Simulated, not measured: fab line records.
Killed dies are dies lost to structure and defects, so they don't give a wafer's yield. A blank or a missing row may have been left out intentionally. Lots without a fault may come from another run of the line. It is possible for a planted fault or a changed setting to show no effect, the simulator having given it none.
The tool behind it: which one? / flow sky130 / Sampling: 9 lots, 27 wafers, 4 of 708 route steps

== WHAT THE GAUGES READ, wafer by wafer ==
SKY_CAPM_RS_MEAS_03: measurement is done with a four-point probe.
lot=L780; measured=day 36 08:14; on=film-metro-03; CAPM_TIN_RS (ohm/sq)=7.12 7.12 7.18
lot=L790; measured=day 39 13:25; on=film-metro-02; CAPM_TIN_RS (ohm/sq)=6.90 6.90 6.19
lot=L793; measured=day 40 07:59; on=film-metro-01; CAPM_TIN_RS (ohm/sq)=6.89 6.85 6.90
lot=L794; measured=day 40 20:46; on=film-metro-03; CAPM_TIN_RS (ohm/sq)=7.00 7.04 7.03
lot=L795; measured=day 41 02:03; on=film-metro-03; CAPM_TIN_RS (ohm/sq)=6.98 6.95 6.97
lot=L800; measured=day 42 09:01; on=film-metro-01; CAPM_TIN_RS (ohm/sq)=6.88 6.83 6.86
lot=L801; measured=day 42 19:58; on=film-metro-03; CAPM_TIN_RS (ohm/sq)=6.94 6.88 6.98
lot=L802; measured=day 42 22:26; on=film-metro-02; CAPM_TIN_RS (ohm/sq)=7.00 6.96 6.98
lot=L803; measured=day 43 13:15; on=film-metro-01; CAPM_TIN_RS (ohm/sq)=6.88 6.87 6.87

== TOOL THAT RAN EACH LOT (tool first, then ch and the chambers of the sampled wafers, then the start) ==
lot=L780; SKY_METAL1_METAL_ETCH_19=rie-metal-04 ch 0,1, day 32 19:35; SKY_METAL3_SPUTTER_01=pvd-sputter-01, day 36 07:55; SKY_CAPM_SPUTTER_02=pvd-sputter-04, day 36 08:08
lot=L790; SKY_METAL1_METAL_ETCH_19=rie-metal-04 ch 0, day 36 02:21; SKY_METAL3_SPUTTER_01=pvd-sputter-01, day 39 13:05; SKY_CAPM_SPUTTER_02=pvd-sputter-02, day 39 13:17
lot=L793; SKY_METAL1_METAL_ETCH_19=rie-metal-02 ch 0,1, day 36 22:20; SKY_METAL3_SPUTTER_01=pvd-sputter-04, day 40 07:38; SKY_CAPM_SPUTTER_02=pvd-sputter-01, day 40 07:51
lot=L794; SKY_METAL1_METAL_ETCH_19=rie-metal-04 ch 1, day 37 10:55; SKY_METAL3_SPUTTER_01=pvd-sputter-01, day 40 20:27; SKY_CAPM_SPUTTER_02=pvd-sputter-04, day 40 20:40
lot=L795; SKY_METAL1_METAL_ETCH_19=rie-metal-01 ch 0,1, day 37 17:17; SKY_METAL3_SPUTTER_01=pvd-sputter-03, day 41 01:41; SKY_CAPM_SPUTTER_02=pvd-sputter-04, day 41 01:55
lot=L800; SKY_METAL1_METAL_ETCH_19=rie-metal-02 ch 0,1, day 39 01:56; SKY_METAL3_SPUTTER_01=pvd-sputter-04, day 42 08:41; SKY_CAPM_SPUTTER_02=pvd-sputter-02, day 42 08:55
lot=L801; SKY_METAL1_METAL_ETCH_19=rie-metal-02 ch 0,1, day 39 13:58; SKY_METAL3_SPUTTER_01=pvd-sputter-01, day 42 19:38; SKY_CAPM_SPUTTER_02=pvd-sputter-04, day 42 19:50
lot=L802; SKY_METAL1_METAL_ETCH_19=rie-metal-02 ch 0, day 39 17:07; SKY_METAL3_SPUTTER_01=pvd-sputter-04, day 42 22:07; SKY_CAPM_SPUTTER_02=pvd-sputter-02, day 42 22:19
lot=L803; SKY_METAL1_METAL_ETCH_19=rie-metal-02 ch 0, day 40 08:22; SKY_METAL3_SPUTTER_01=pvd-sputter-04, day 43 12:56; SKY_CAPM_SPUTTER_02=pvd-sputter-02, day 43 13:08
- SKY_METAL1_METAL_ETCH_19: etches the open film in Cl2/BCl3, stops on SiO2, target depth 360 nm, time 78 s.
- SKY_METAL3_SPUTTER_01: material TiN, target thk 20 nm, time 16.7 s.
- SKY_CAPM_SPUTTER_02: material TiN, target thk 200 nm, time 166.7 s.

== THE ANSWER, worked out from the rows above alone ==
Rule: the lots themselves supply what counts as usual. Put in order of their means at a reading, lots are off if they are a third of the lots or fewer, leave a main group of 4 or more, and stand apart from it by a gap of 3 or more times the standard deviation of the main group's means; of several such gaps the widest counts. A main group whose means are all the same, to the digits that the tables above print for the reading, isn't used. Also off: a lot with no number at a reading for which 4 or more lots have one. The other lots that the step has rows for count as sound.
No lot is off on any of the readings shown, so nothing can be concluded from this.

== WHAT THE SIMULATOR HAD INSERTED ==
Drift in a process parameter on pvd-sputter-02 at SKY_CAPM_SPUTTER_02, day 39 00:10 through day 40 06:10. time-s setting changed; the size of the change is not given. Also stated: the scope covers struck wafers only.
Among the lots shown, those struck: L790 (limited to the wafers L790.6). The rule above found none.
